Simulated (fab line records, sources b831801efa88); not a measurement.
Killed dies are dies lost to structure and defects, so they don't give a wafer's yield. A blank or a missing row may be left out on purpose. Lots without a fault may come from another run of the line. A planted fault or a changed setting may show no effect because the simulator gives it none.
fab line records | flow gf180mcu
record lots=12 wafers=36 last_day=34
route steps=602 shown DNWELL@40 HV_LDD@212 CONTACT@288
lots that met no fault: from a run of the same line without faults
start_h: hours from the record's first day to the start of the lot's first wafer shown | wait_h: hours since the lot's step before | " the same as in the row above | L1.1+2: a row that stands for several wafers | - no value, or no start given | * or withheld: withheld | < > ~ a bound
route shown NAME@n: a module of which the file shows steps, and the number in the route of the first | usual: mean/standard deviation of fault-free wafers | same: alike in all rows | chamber/n: place in a boat | sites: the reading at each site | _std_site: their standard deviation | _edge_site: outer sites' mean less inner sites' | radius_mm: how far each site lies from the wafer's centre | mask NAME#n: copy n | behind: the tool/chamber that last shaped the wafer | hold: why the lot was held/for how many hours/how that ended | device: the transistor (n, p or np) that didn't switch | end of line: the same wafers' tests at the end of the route | a step without rows: its recipe alone | killed: dies lost to structure and defects at the first sort, not the wafer's yield | map: a wafer's dies, x killed, . not, _ none there
set.NAME: the setting as run; set.NAME@STEP: as run at that earlier step | model.NAME: the simulator's own value behind a step, which no gauge read
steps of the route over a sample of lots; a table a step, a row a wafer
services: from which hour (start_h, from the record's first day; less than 0 if before it) a tool's chamber was out of use, for how many hours, and why
## steps
# step GF_DNWELL_STRIP_08
# recipe chemistry=O2/N2 power_w=1400 pressure_mtorr=1500 platen_temp_c=250 o2_flow_sccm=3000 n2_flow_sccm=300 overash_fraction=0.5
# usual chamber_pressure_mTorr=1499.9/1.4 drypump_motor_current_A=5.68/0.22 heater_power_w=334/33 oes_product_au=0.723/0.0052 strip_time_to_endpoint_s=36.93/0.11
# columns lot.wafer tool chamber start_h wait_h chamber_pressure_mTorr drypump_motor_current_A heater_power_w oes_product_au rf_hours_counter_h strip_time_to_endpoint_s
L788.1 plasma_asher-04 0 50.23 0.1 1500.3 5.82 340 0.726 41 36.83
L788.5 " 1 " " 1498.7 5.49 293 0.729 - 36.93
L788.6 " 0 " " 1500.2 5.81 345 0.721 - 36.86
L792.2 plasma_asher-01 1 73.08 0.1 1498.1 5.47 301 0.720 43 37.12
L792.3 " 1 " " 1498.8 5.48 301 0.715 - 37.19
L792.4 " 0 " " 1501.7 5.78 381 0.736 - 37.01
L793.2 plasma_asher-02 1 75.98 0.1 1501.2 5.46 330 0.730 41 36.88
L793.5 " 0 " " 1501.2 6.18 340 0.721 - 36.79
L793.6 " 1 " " 1499.6 5.46 320 0.728 - 36.83
L794.2 plasma_asher-04 0 88.83 0.1 1500.6 5.80 341 0.720 45 36.97
L794.5 " 0 " " 1497.9 5.80 337 0.721 - 36.99
L794.6 " 1 " " 1498.0 5.48 300 0.721 - 37.03
L795.1 plasma_asher-01 1 89.06 0.2 1497.4 5.49 300 0.716 44 36.80
L795.2 " 0 " " 1497.7 5.74 378 0.719 44 36.85
L795.3 " 0 " " 1499.3 5.78 384 0.725 - 36.75
L801.2 plasma_asher-01 1 117.03 0.1 1499.8 5.48 298 0.735 48 37.07
L801.4 " 1 " " 1499.9 5.48 303 0.736 - 37.12
L801.5 " 0 " " 1501.4 5.80 381 0.713 - 37.08
L803.4 plasma_asher-02 0 127.23 0.1 1501.6 6.22 327 0.732 - 36.91
L803.5 " 0 " " 1497.9 6.25 327 0.730 - 37.06
L803.6 " 1 " " 1499.8 5.49 330 0.726 - 36.96
L805.2 plasma_asher-04 0 139.39 0.1 1501.1 5.81 335 0.718 3 36.86
L805.3 " 1 " " 1498.0 5.50 326 0.723 - 36.68
L805.6 " 0 " " 1499.3 5.83 335 0.725 - 36.91
L806.1 plasma_asher-01 0 145.34 0.1 1499.5 5.82 385 0.722 50 36.81
L806.4 " 0 " " 1501.7 5.81 392 0.719 - 36.91
L806.5 " 1 " " 1497.9 5.46 293 0.727 - 36.84
L808.1 plasma_asher-04 0 154.33 0.1 1500.3 5.79 329 0.720 5 36.90
L808.5 " 0 " " 1501.5 5.78 328 0.722 - 37.07
L808.6 " 1 " " 1499.1 5.51 320 0.729 - 36.86
L809.1 plasma_asher-01 1 161.16 0.1 1500.0 5.50 307 0.722 52 37.00
L809.2 " 0 " " 1498.8 5.83 381 0.731 52 36.97
L809.4 " 1 " " 1501.0 5.47 296 0.712 - 36.90
L810.2 plasma_asher-01 1 165.09 0.1 1498.8 5.48 300 0.721 52 37.00
L810.3 " 1 " " 1499.0 5.48 301 0.721 - 36.97
L810.5 " 1 " " 1501.1 5.47 301 0.728 - 36.89
# step GF_DNWELL_TW_MEAS_09
# usual DNWELL_TW=1366/14
# columns lot.wafer tool chamber start_h wait_h DNWELL_TW
L788.1 film_metro-02 - 50.33 0.1 1366
L788.5 " - " " 1363
L788.6 " - " " 1370
L792.2 film_metro-04 - 73.19 0.1 1395
L792.3 " - " " 1394
L792.4 " - " " 1396
L793.2 film_metro-01 - 76.09 0.1 1347
L793.5 " - " " 1347
L793.6 " - " " 1345
L794.2 film_metro-04 - 88.94 0.1 1385
L794.5 " - " " 1393
L794.6 " - " " 1386
L795.1 film_metro-02 - 89.16 0.1 1361
L795.2 " - " " 1359
L795.3 " - " " 1361
L801.2 film_metro-01 - 117.14 0.1 1358
L801.4 " - " " 1357
L801.5 " - " " 1348
L803.4 film_metro-01 - 127.32 0.1 1353
L803.5 " - " " 1358
L803.6 " - " " 1354
L805.2 film_metro-02 - 139.50 0.1 1352
L805.3 " - " " 1351
L805.6 " - " " 1356
L806.1 film_metro-02 - 145.44 0.1 1350
L806.4 " - " " 1349
L806.5 " - " " 1346
L808.1 film_metro-01 - 154.43 0.1 1370
L808.5 " - " " 1371
L808.6 " - " " 1376
L809.1 film_metro-02 - 161.26 0.1 1362
L809.2 " - " " 1364
L809.4 " - " " 1362
L810.2 film_metro-04 - 165.20 0.1 1378
L810.3 " - " " 1380
L810.5 " - " " 1377
# step GF_HV_LDD_IMPLANT_36
# recipe species=P energy_kev=60 dose_cm2=7.5e+12 tilt_deg=30 rotation_deg=270
# usual dose_ions_cm2=7.5e+12/9.3e+09 faraday_current_uA=42.2/0.83
# columns lot.wafer tool chamber start_h wait_h dose_ions_cm2 faraday_current_uA
L788.1 implanter-04 0 261.01 0.1 7.498e+12 41.1
L788.5 " 0 " " 7.505e+12 42.8
L788.6 " 0 " " 7.512e+12 42.8
L792.2 implanter-04 0 292.40 0.1 7.506e+12 42.1
L792.3 " 0 " " 7.495e+12 42.4
L792.4 " 0 " " 7.499e+12 42.1
L793.2 implanter-01 0 297.69 0.1 3.4818e+13 199.8
L793.5 " 0 " " 3.4813e+13 193.8
L793.6 " 0 " " 3.4802e+13 191.8
L794.2 implanter-01 0 305.85 0.1 3.48e+13 196.6
L794.5 " 0 " " 3.4808e+13 200.4
L794.6 " 0 " " 3.4828e+13 196.1
L795.1 implanter-04 0 307.30 0.1 7.508e+12 42.6
L795.2 " 0 " " 7.497e+12 41.9
L795.3 " 0 " " 7.504e+12 42.3
L801.2 implanter-04 0 348.89 0.1 7.519e+12 43.5
L801.4 " 0 " " 7.497e+12 42.7
L801.5 " 0 " " 7.525e+12 42.7
L803.4 implanter-04 0 365.87 0.1 7.509e+12 40.2
L803.5 " 0 " " 7.5e+12 42.0
L803.6 " 0 " " 7.502e+12 42.4
L805.2 implanter-01 0 382.99 0.1 7.498e+12 41.0
L805.3 " 0 " " 7.513e+12 42.4
L805.6 " 0 " " 7.509e+12 41.5
L806.1 implanter-03 0 394.45 0.1 7.504e+12 42.2
L806.4 " 0 " " 7.501e+12 42.7
L806.5 " 0 " " 7.501e+12 43.1
L808.1 implanter-01 0 404.86 0.1 7.499e+12 42.1
L808.5 " 0 " " 7.49e+12 41.7
L808.6 " 0 " " 7.487e+12 42.1
L809.1 implanter-04 0 413.46 0.1 7.492e+12 41.6
L809.2 " 0 " " 7.496e+12 41.2
L809.4 " 0 " " 7.503e+12 42.0
L810.2 implanter-03 0 425.54 0.1 7.512e+12 42.2
L810.3 " 0 " " 7.508e+12 40.4
L810.5 " 0 " " 7.5e+12 42.2
# step GF_HV_LDD_TW_MEAS_38
# usual HV_LDD_3_TW=1452/21
# columns lot.wafer tool chamber start_h wait_h hold HV_LDD_3_TW
L788.1 film_metro-03 - 261.26 0.1 - 1430
L788.5 " - " " - 1422
L788.6 " - " " - 1416
L792.2 film_metro-04 - 292.64 0.1 - 1481
L792.3 " - " " - 1474
L792.4 " - " " - 1460
L793.2 film_metro-04 - 297.92 0.1 await_dispo/0.2h/release 1808
L793.5 " - " " await_dispo/0.2h/release 1813
L793.6 " - " " await_dispo/0.2h/release 1814
L793.2 film_metro-04 - 298.15 0.2 - 1811
L793.5 " - " " - 1816
L793.6 " - " " - 1811
L794.2 film_metro-04 - 306.09 0.1 await_dispo/0.2h/release 1812
L794.5 " - " " await_dispo/0.2h/release 1807
L794.6 " - " " await_dispo/0.2h/release 1819
L794.2 film_metro-04 - 306.32 0.2 - 1801
L794.5 " - " " - 1803
L794.6 " - " " - 1806
L795.1 film_metro-04 - 307.55 0.1 - 1479
L795.2 " - " " - 1476
L795.3 " - " " - 1480
L801.2 film_metro-02 - 349.12 0.1 - 1440
L801.4 " - " " - 1436
L801.5 " - " " - 1426
L803.4 film_metro-02 - 366.08 0.1 - 1438
L803.5 " - " " - 1435
L803.6 " - " " - 1430
L805.2 film_metro-04 - 383.22 0.1 - 1480
L805.3 " - " " - 1474
L805.6 " - " " - 1469
L806.1 film_metro-02 - 394.70 0.1 - 1432
L806.4 " - " " - 1435
L806.5 " - " " - 1441
L808.1 film_metro-03 - 405.11 0.1 - 1418
L808.5 " - " " - 1423
L808.6 " - " " - 1420
L809.1 film_metro-02 - 413.71 0.1 - 1445
L809.2 " - " " - 1441
L809.4 " - " " - 1437
L810.2 film_metro-02 - 425.77 0.1 - 1443
L810.3 " - " " - 1440
L810.5 " - " " - 1437
# step GF_HV_LDD_RS_MEAS_53
# recipe thk_meas_gauge=four-point-probe
# usual HV_LDD_RS=418.8/1.1
# columns lot.wafer tool chamber start_h wait_h hold HV_LDD_RS[ohm/sq]
L788.1 film_metro-04 - 280.36 0.1 - 420.1
L788.5 " - " " - 420.5
L788.6 " - " " - 420.0
L792.2 film_metro-03 - 304.11 0.1 - 417.7
L792.3 " - " " - 416.3
L792.4 " - " " - 417.7
L793.2 film_metro-04 - 310.29 0.1 await_dispo/0.2h/release 358.8
L793.5 " - " " await_dispo/0.2h/release 358.0
L793.6 " - " " await_dispo/0.2h/release 358.4
L793.2 film_metro-04 - 310.58 0.3 - 359.0
L793.5 " - " " - 357.9
L793.6 " - " " - 358.3
L794.2 film_metro-03 - 326.01 0.1 await_dispo/0.2h/release 358.0
L794.5 " - " " await_dispo/0.2h/release 357.4
L794.6 " - " " await_dispo/0.2h/release 357.9
L794.2 film_metro-03 - 326.30 0.3 - 358.1
L794.5 " - " " - 358.8
L794.6 " - " " - 357.4
L795.1 film_metro-02 - 327.68 0.1 - 419.6
L795.2 " - " " - 419.5
L795.3 " - " " - 418.0
L801.2 film_metro-02 - 371.71 0.1 - 420.2
L801.4 " - " " - 420.4
L801.5 " - " " - 420.1
L803.4 film_metro-03 - 389.16 0.1 - 418.7
L803.5 " - " " - 417.9
L803.6 " - " " - 419.0
L805.2 film_metro-03 - 405.98 0.1 - 417.4
L805.3 " - " " - 418.6
L805.6 " - " " - 418.6
L806.1 film_metro-04 - 418.64 0.1 - 419.9
L806.4 " - " " - 420.1
L806.5 " - " " - 420.3
L808.1 film_metro-02 - 430.30 0.1 - 419.6
L808.5 " - " " - 420.9
L808.6 " - " " - 420.5
L809.1 film_metro-04 - 438.04 0.1 - 419.6
L809.2 " - " " - 419.6
L809.4 " - " " - 420.0
L810.2 film_metro-03 - 449.86 0.1 - 415.0
L810.3 " - " " - 416.5
L810.5 " - " " - 418.4
# step GF_CONTACT_THK_MEAS_01
# recipe reads=SiO2_of_CONTACT_CVD_00
# usual CONTACT_CVD_00_THK=300/3.4
# columns lot.wafer tool chamber start_h wait_h CONTACT_CVD_00_THK[nm]
L788.1 film_metro-04 - 331.08 0.0 298
L788.5 " - " " 297
L788.6 " - " " 294
L792.2 film_metro-03 - 374.53 0.0 299
L792.3 " - " " 299
L792.4 " - " " 301
L795.1 film_metro-02 - 402.24 0.0 299
L795.2 " - " " 301
L795.3 " - " " 292
L801.2 film_metro-02 - 448.77 0.0 293
L801.4 " - " " 299
L801.5 " - " " 294
L803.4 film_metro-03 - 463.46 0.0 300
L803.5 " - " " 302
L803.6 " - " " 295
L805.2 film_metro-03 - 480.81 0.0 301
L805.3 " - " " 301
L805.6 " - " " 301
L806.1 film_metro-02 - 492.30 0.0 301
L806.4 " - " " 301
L806.5 " - " " 302
L808.1 film_metro-03 - 505.15 0.0 308
L808.5 " - " " 302
L808.6 " - " " 301
L809.1 film_metro-02 - 511.13 0.0 295
L809.2 " - " " 294
L809.4 " - " " 295
L810.2 film_metro-02 - 525.07 0.0 302
L810.3 " - " " 302
L810.5 " - " " 301
## services
# columns tool chamber start_h hours kind
implanter-01 - 31.20 2.7 repair
implanter-01 - 53.42 5.2 repair
implanter-03 - 57.04 1.9 repair
plasma_asher-02 - 83.74 0.8 repair
implanter-01 - 95.24 5.4 repair
plasma_asher-04 - 96.01 2.8 pm
plasma_asher-04 - 108.75 9.0 pm
plasma_asher-01 - 121.49 13.7 repair
plasma_asher-02 - 135.14 14.6 pm
plasma_asher-04 - 157.97 3.4 repair
plasma_asher-02 - 189.21 3.8 repair
plasma_asher-02 - 195.15 5.9 repair
plasma_asher-02 - 218.33 1.9 repair
implanter-03 - 222.31 3.9 repair
implanter-01 - 250.57 2.4 repair
plasma_asher-01 - 257.72 2.8 pm
implanter-01 - 265.69 2.3 repair
plasma_asher-01 - 274.00 28.1 pm
implanter-04 - 343.01 1.1 repair
plasma_asher-01 - 358.67 1.3 repair
implanter-04 - 373.64 1.1 repair
implanter-01 - 377.53 3.8 pm
implanter-04 - 395.91 2.2 repair
implanter-04 - 413.61 5.0 pm
## key
first_sign step=GF_HV_LDD_IMPLANT_36 reading=dose_ions_cm2 direction=up sigmas=99+ usual=7.5e+12 struck=3.4811e+13
effect step=GF_HV_LDD_IMPLANT_36 reading=faraday_current_uA direction=up sigmas=99+ usual=42.2 struck=196.4
effect step=GF_HV_LDD_TW_MEAS_38 reading=visit direction=added
effect step=GF_HV_LDD_TW_MEAS_38 reading=HV_LDD_3_TW direction=up sigmas=17 usual=1452 struck=1812
effect step=GF_HV_LDD_RS_MEAS_53 reading=visit direction=added
effect step=GF_HV_LDD_RS_MEAS_53 reading=HV_LDD_RS direction=down sigmas=56 usual=418.8 struck=358.1
met_at GF_HV_LDD_IMPLANT_36
struck_lots L793,L794
scrapped_behind GF_HV_LDD_RS_MEAS_53 L793.2,L793.5,L793.6,L794.2,L794.5,L794.6
not_acting_at GF_DNWELL_STRIP_08,GF_DNWELL_TW_MEAS_09,GF_CONTACT_THK_MEAS_01
fault kind=process_parameter_drift tool=implanter-01 chamber=- onset_h=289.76 steps=GF_HV_LDD_IMPLANT_36 channel=dose_cm2 offset=2.7307e+13 shape=step end_h=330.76 acts_in=these_recipes_only stated=7.5e+12
